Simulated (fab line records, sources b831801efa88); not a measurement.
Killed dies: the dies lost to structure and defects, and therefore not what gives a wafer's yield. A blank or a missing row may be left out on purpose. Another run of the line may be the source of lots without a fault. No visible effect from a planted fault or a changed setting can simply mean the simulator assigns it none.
The tool behind it: which one? ; flow gf180mcu ; 12 lots, 36 wafers sampled, at 6 steps of a route of 602

## WHAT THE GAUGES SHOWED, per wafer
GF_VT_IMPLANT_RS_MEAS_48: the measuring method here is four-point-probe. Usual: LVPWELL_RS 1196 ohm/sq, standard deviation 3.3.
lot;measured;on;LVPWELL_RS (ohm/sq);flag
L961;day 7 17:05;filmMetro-02;1196 1194 1198;
L962;day 7 20:51;filmMetro-01;1197 1197 1197;
L964;day 8 18:04;filmMetro-04;1201 1199 1202;
L965;day 8 20:48;filmMetro-01;1192 1193 1189;
L966;day 9 01:10;filmMetro-01;1196 1194 1195;
L967;day 9 13:29;filmMetro-02;1197 1199 1200;
L968;day 9 16:29;filmMetro-02;1207 1202 1202;
L971;day 10 11:07;filmMetro-04;1195 1195 1196;
L978;day 12 12:14;filmMetro-02;1194 1196 1198;
L979;day 12 18:22;filmMetro-04;1194 1198 1199;
L981;day 13 10:15;filmMetro-02;1195 1193 1190;
L984;day 14 05:01;filmMetro-02;1196 1197 1196;

GF_HV_LDD_TW_MEAS_38. Usual: HV_LDD_3_TW 1435, standard deviation 6.3.
lot;measured;on;HV_LDD_3_TW;flag
L961;day 11 21:44;filmMetro-02;1435 1432 1435;
L962;day 12 01:33;filmMetro-04;1439 1439 1440;
L964;day 13 02:40;filmMetro-01;1439 1436 1436;
L965;day 13 03:00;filmMetro-01;1436 1433 1441;
L966;day 13 09:19;filmMetro-02;1442 1444 1434;
L967;day 14 03:08;filmMetro-02;1436 1432 1431;
L968;day 14 05:38;filmMetro-02;1340 1328 1330 1333 1329 1332;OFF
L971;day 15 00:22;filmMetro-02;1321 1315 1323 1320 1316 1321;OFF
L978;day 17 11:30;filmMetro-02;1446 1437 1439;
L979;day 17 19:58;filmMetro-01;1426 1430 1428;
L981;day 18 18:53;filmMetro-01;1424 1430 1432;
L984;day 19 17:22;filmMetro-02;1435 1438 1445;

GF_HV_LDD_OVL_MEAS_47. Usual: HV_LDD_03_OVL -0.2 nm, standard deviation 1.5.
lot;measured;on;HV_LDD_03_OVL (nm);flag
L961;day 12 17:41;overlay-01;-0.8 -1.8 0.9;
L962;day 12 21:49;overlay-02;1.7 1.1 0.7;
L964;day 13 22:51;overlay-01;-0.1 -1.4 -0.4;
L965;day 13 23:04;overlay-02;-1.8 -3.3 -0.7;
L966;day 14 05:19;overlay-02;-1.9 -2.8 -2.2;
L967;day 14 23:33;overlay-01;-0.7 2.6 0.6;
L968;day 15 01:38;overlay-02;0.3 -1.5 1.3;
L971;day 15 22:25;overlay-01;0.4 0.1 1.2;
L978;day 18 11:07;overlay-01;-1.4 -0.7 -1.6;
L979;day 18 20:26;overlay-02;-1.9 -0.6 -0.9;
L981;day 19 19:31;overlay-02;-2.3 -1.1 -1.0;
L984;day 20 17:58;overlay-01;2.5 0.3 2.4;

GF_HV_LDD_RS_MEAS_53: the measuring method here is four-point-probe. Usual: HV_LDD_RS 418.2 ohm/sq, standard deviation 1.
lot;measured;on;HV_LDD_RS (ohm/sq);flag
L961;day 12 18:10;filmMetro-02;415.9 417.2 416.3;
L962;day 12 22:17;filmMetro-02;417.6 418.2 419.7;
L964;day 13 23:19;filmMetro-02;419.7 419.5 419.8;
L965;day 13 23:32;filmMetro-02;419.4 418.9 420.0;
L966;day 14 05:46;filmMetro-02;418.6 418.2 416.7;
L967;day 15 00:06;filmMetro-01;418.0 416.8 418.1;
L968;day 15 02:06;filmMetro-02;437.9 438.1 436.6 437.9 438.0 437.0;OFF
L971;day 15 22:52;filmMetro-02;438.9 438.2 439.0 438.6 438.7 438.0;OFF
L978;day 18 11:35;filmMetro-02;418.4 418.7 418.2;
L979;day 18 20:54;filmMetro-01;418.2 419.5 418.5;
L981;day 19 19:59;filmMetro-01;418.8 417.3 419.0;
L984;day 20 18:29;filmMetro-01;417.2 417.1 417.7;

## EACH LOT AND THE TOOL THAT RAN IT (in order: tool; ch and the chambers of the sampled wafers; start)
lot;GF_VT_IMPLANT_RTA_45;GF_HV_LDD_IMPLANT_35
L961;rtpAnneal-01 ch 0, day 7 16:44;implanter-04 ch 0, day 11 21:21
L962;rtpAnneal-01 ch 0, day 7 20:30;implanter-03 ch 0, day 12 01:10
L964;rtpAnneal-02 ch 0, day 8 17:44;implanter-02 ch 0, day 13 02:16
L965;rtpAnneal-01 ch 0, day 8 20:28;implanter-03 ch 0, day 13 02:37
L966;rtpAnneal-01 ch 0, day 9 00:50;implanter-03 ch 0, day 13 08:55
L967;rtpAnneal-01 ch 0, day 9 13:08;implanter-04 ch 0, day 14 02:44
L968;rtpAnneal-01 ch 0, day 9 16:08;implanter-03 ch 0, day 14 05:14
L971;rtpAnneal-01 ch 0, day 10 10:47;implanter-03 ch 0, day 14 23:58
L978;rtpAnneal-02 ch 0, day 12 11:49;implanter-04 ch 0, day 17 11:07
L979;rtpAnneal-01 ch 0, day 12 18:02;implanter-04 ch 0, day 17 19:34
L981;rtpAnneal-02 ch 0, day 13 09:55;implanter-04 ch 0, day 18 18:29
L984;rtpAnneal-02 ch 0, day 14 04:41;implanter-02 ch 0, day 19 16:58
- GF_VT_IMPLANT_RTA_45: time 30 s.
- GF_HV_LDD_IMPLANT_35

## WHAT THE TOOLS THEMSELVES READ (means of the sampled wafers that have a number; where no wafer has one, the mark that the record gives instead)
GF_VT_IMPLANT_RTA_45. Usual: lampPowerPct 37.9 %, standard deviation 0.49; wafer_temp_C_max 1057.5, standard deviation 1.6.
lot;tool;lampPowerPct (%);wafer_temp_C_max;flag
L961;rtpAnneal-01;38.3;1057.7;
L962;rtpAnneal-01;38.4;1056.6;
L964;rtpAnneal-02;37.3;1058.6;
L965;rtpAnneal-01;38.3;1056.2;
L966;rtpAnneal-01;38.3;1057.0;
L967;rtpAnneal-01;38.3;1057.3;
L968;rtpAnneal-01;38.3;1056.5;
L971;rtpAnneal-01;38.4;1057.8;
L978;rtpAnneal-02;37.3;1058.1;
L979;rtpAnneal-01;38.3;1057.8;
L981;rtpAnneal-02;37.3;1059.9;
L984;rtpAnneal-02;37.3;1057.8;

GF_HV_LDD_IMPLANT_35. Usual: doseIonsCm2 7.499e+12, standard deviation 7.1e+09; faradayCurrentUA 42.2, standard deviation 0.79.
lot;tool;doseIonsCm2;faradayCurrentUA;flag
L961;implanter-04;7.505e+12;41.8;
L962;implanter-03;7.498e+12;42.0;
L964;implanter-02;7.499e+12;42.4;
L965;implanter-03;7.499e+12;42.3;
L966;implanter-03;7.493e+12;42.2;
L967;implanter-04;7.489e+12;42.5;
L968;implanter-03;1.023e+12;5.8;OFF
L971;implanter-03;1.028e+12;5.7;OFF
L978;implanter-04;7.503e+12;42.2;
L979;implanter-04;7.497e+12;42.2;
L981;implanter-04;7.502e+12;42.2;
L984;implanter-02;7.492e+12;41.7;

## THE ANSWER, worked out from the rows above alone
Rule: a lot counts as off when the mean over its wafers that have a number is more than 3 standard deviations away from the usual mean. A lot without any number at a reading at which 4 lots or more have one is off too. The other lots that the step has rows for count as sound. The gauges are gone through in route order, then the tools' own readings, and for those a lot's mean is taken as printed above. The first step at which some lot is off is used, and at that step the reading that is off furthest; a lot without a number counts as furthest.
Off: L968, L971, at GF_HV_LDD_TW_MEAS_38 (HV_LDD_3_TW).
A tool fits if, at a process step before that reading, it ran every lot that is off, and no sound lot after the first of them. The gauges at GF_HV_LDD_TW_MEAS_38 aren't tried: what is off there is off at GF_HV_LDD_IMPLANT_35 too, on other tools, and a gauge's error can't cause that. One candidate fits, namely implanter-03 at GF_HV_LDD_IMPLANT_35. A fault onset in the window from L966 (day 13 08:55, its last sound lot) to L968 (day 14 05:14, its first lot off) fits.
The tool's own readings at GF_HV_LDD_IMPLANT_35 bear it out: on the lots that are off they differ by more than 5 times the standard deviation of the sound lots' means. doseIonsCm2 reads 1.026e+12 there against 7.498e+12 on the sound lots; faradayCurrentUA reads 5.8 there against 42.1 on the sound lots.

## WHAT THE SIMULATOR HAD PUT IN
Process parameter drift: implanter-03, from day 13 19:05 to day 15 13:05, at GF_HV_LDD_IMPLANT_35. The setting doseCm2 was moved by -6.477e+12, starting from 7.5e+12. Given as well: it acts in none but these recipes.
Shown lots that were struck: L968, L971. Same finding as the rule above.
